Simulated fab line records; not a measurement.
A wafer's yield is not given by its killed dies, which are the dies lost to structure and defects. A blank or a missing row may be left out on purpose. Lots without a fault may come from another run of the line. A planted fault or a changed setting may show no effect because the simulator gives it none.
Which tool is to blame? || flow gf180mcu || 11 lots with 33 wafers sampled at 4 steps, on a route of 602 steps

WHAT THE GAUGES READ, wafer by wafer
GF_HV_LDD_CD_MEAS_46: the cd target is 400 nm.
{"lot": "L124", "measured": "day 14 09:22", "on": "cd sem-02", "cd nm (nm)": "400.7 400.7 404.1"}
{"lot": "L125", "measured": "day 14 15:16", "on": "cd sem-01", "cd nm (nm)": "400.1 402.6 401.5"}
{"lot": "L126", "measured": "day 14 22:34", "on": "cd sem-02", "cd nm (nm)": "397.9 398.5 399.6"}
{"lot": "L127", "measured": "day 15 03:58", "on": "cd sem-01", "cd nm (nm)": "539.0 540.0 538.2"}
{"lot": "L128", "measured": "day 15 15:37", "on": "cd sem-02", "cd nm (nm)": "395.7 396.8 396.5"}
{"lot": "L129", "measured": "day 15 21:50", "on": "cd sem-01", "cd nm (nm)": "537.5 540.0 537.3"}
{"lot": "L130", "measured": "day 16 02:31", "on": "cd sem-02", "cd nm (nm)": "539.4 539.1 538.7"}
{"lot": "L137", "measured": "day 18 16:41", "on": "cd sem-01", "cd nm (nm)": "398.4 402.2 402.9"}
{"lot": "L142", "measured": "day 20 00:25", "on": "cd sem-02", "cd nm (nm)": "401.1 402.0 401.8"}
{"lot": "L144", "measured": "day 20 17:46", "on": "cd sem-01", "cd nm (nm)": "402.1 402.3 401.1"}
{"lot": "L145", "measured": "day 21 03:19", "on": "cd sem-02", "cd nm (nm)": "405.7 403.8 401.7"}

WHAT TOOL EACH LOT RAN ON (gives the tool, then ch and the chambers of the sampled wafers, and finally the start)
{"lot": "L124", "GF_VT_IMPLANT_STRIP_31": "plasma asher-01 ch 0,1, day 7 23:01", "GF_HV_LDD_STRIP_10": "plasma asher-04 ch 0,1, day 11 17:07", "GF_HV_LDD_COAT_41": "litho track-02 ch 0, day 13 22:10"}
{"lot": "L125", "GF_VT_IMPLANT_STRIP_31": "plasma asher-04 ch 0,1, day 8 03:57", "GF_HV_LDD_STRIP_10": "plasma asher-03 ch 0,1, day 11 21:58", "GF_HV_LDD_COAT_41": "litho track-04 ch 0, day 14 03:40"}
{"lot": "L126", "GF_VT_IMPLANT_STRIP_31": "plasma asher-03 ch 1, day 8 10:53", "GF_HV_LDD_STRIP_10": "plasma asher-03 ch 0,1, day 12 05:52", "GF_HV_LDD_COAT_41": "litho track-04 ch 0, day 14 11:34"}
{"lot": "L127", "GF_VT_IMPLANT_STRIP_31": "plasma asher-03 ch 0,1, day 8 18:42", "GF_HV_LDD_STRIP_10": "plasma asher-02 ch 0,1, day 12 12:53", "GF_HV_LDD_COAT_41": "litho track-04 ch 0, day 14 17:28"}
{"lot": "L128", "GF_VT_IMPLANT_STRIP_31": "plasma asher-04 ch 0,1, day 8 23:33", "GF_HV_LDD_STRIP_10": "plasma asher-03 ch 0,1, day 12 22:13", "GF_HV_LDD_COAT_41": "litho track-02 ch 0, day 15 03:22"}
{"lot": "L129", "GF_VT_IMPLANT_STRIP_31": "plasma asher-04 ch 0,1, day 9 07:43", "GF_HV_LDD_STRIP_10": "plasma asher-03 ch 0,1, day 13 03:38", "GF_HV_LDD_COAT_41": "litho track-04 ch 0, day 15 10:35"}
{"lot": "L130", "GF_VT_IMPLANT_STRIP_31": "plasma asher-03 ch 0, day 9 14:32", "GF_HV_LDD_STRIP_10": "plasma asher-04 ch 0,1, day 13 07:38", "GF_HV_LDD_COAT_41": "litho track-04 ch 0, day 15 15:01"}
{"lot": "L137", "GF_VT_IMPLANT_STRIP_31": "plasma asher-03 ch 0,1, day 11 16:33", "GF_HV_LDD_STRIP_10": "plasma asher-04 ch 0, day 15 16:02", "GF_HV_LDD_COAT_41": "litho track-02 ch 0, day 18 04:11"}
{"lot": "L142", "GF_VT_IMPLANT_STRIP_31": "plasma asher-04 ch 0,1, day 12 21:25", "GF_HV_LDD_STRIP_10": "plasma asher-02 ch 0,1, day 16 22:43", "GF_HV_LDD_COAT_41": "litho track-04 ch 0, day 19 11:31"}
{"lot": "L144", "GF_VT_IMPLANT_STRIP_31": "plasma asher-03 ch 0,1, day 13 11:37", "GF_HV_LDD_STRIP_10": "plasma asher-03 ch 0,1, day 17 13:37", "GF_HV_LDD_COAT_41": "litho track-04 ch 0, day 20 04:16"}
{"lot": "L145", "GF_VT_IMPLANT_STRIP_31": "plasma asher-01 ch 0,1, day 13 17:54", "GF_HV_LDD_STRIP_10": "plasma asher-04 ch 0, day 18 00:19", "GF_HV_LDD_COAT_41": "litho track-02 ch 0, day 20 14:34"}
- GF_VT_IMPLANT_STRIP_31: strips in O2/N2.
- GF_HV_LDD_STRIP_10: strips in O2/N2.
- GF_HV_LDD_COAT_41: resist thk 1000 nm.

THE ANSWER, worked out from the rows above alone
Rule: what is usual is taken from the lots themselves. The widest of any qualifying gaps counts: lots, ordered by their means at a reading, are off when they make up no more than a third of the lots, leave a main group of 4 or more, and stand apart from it by 3 or more times the standard deviation of that group's means. If all means in a main group match to the digits the tables above print for the reading, that group is not used. Also off: a lot with no number at a reading for which 4 or more lots have one. Any other lot the step has rows for is counted as sound.
Off at GF_HV_LDD_CD_MEAS_46 (cd nm): L127, L129, L130. Mean 400.8 nm and standard deviation 2.1 in the main group.
A tool fits if, at a process step before that reading, it ran every lot that is off, and no sound lot after the first of them. Those tools and the gauges at GF_HV_LDD_CD_MEAS_46 are tried in the same way. Not one of the candidates tried fits.

WHAT THE SIMULATOR PUT IN
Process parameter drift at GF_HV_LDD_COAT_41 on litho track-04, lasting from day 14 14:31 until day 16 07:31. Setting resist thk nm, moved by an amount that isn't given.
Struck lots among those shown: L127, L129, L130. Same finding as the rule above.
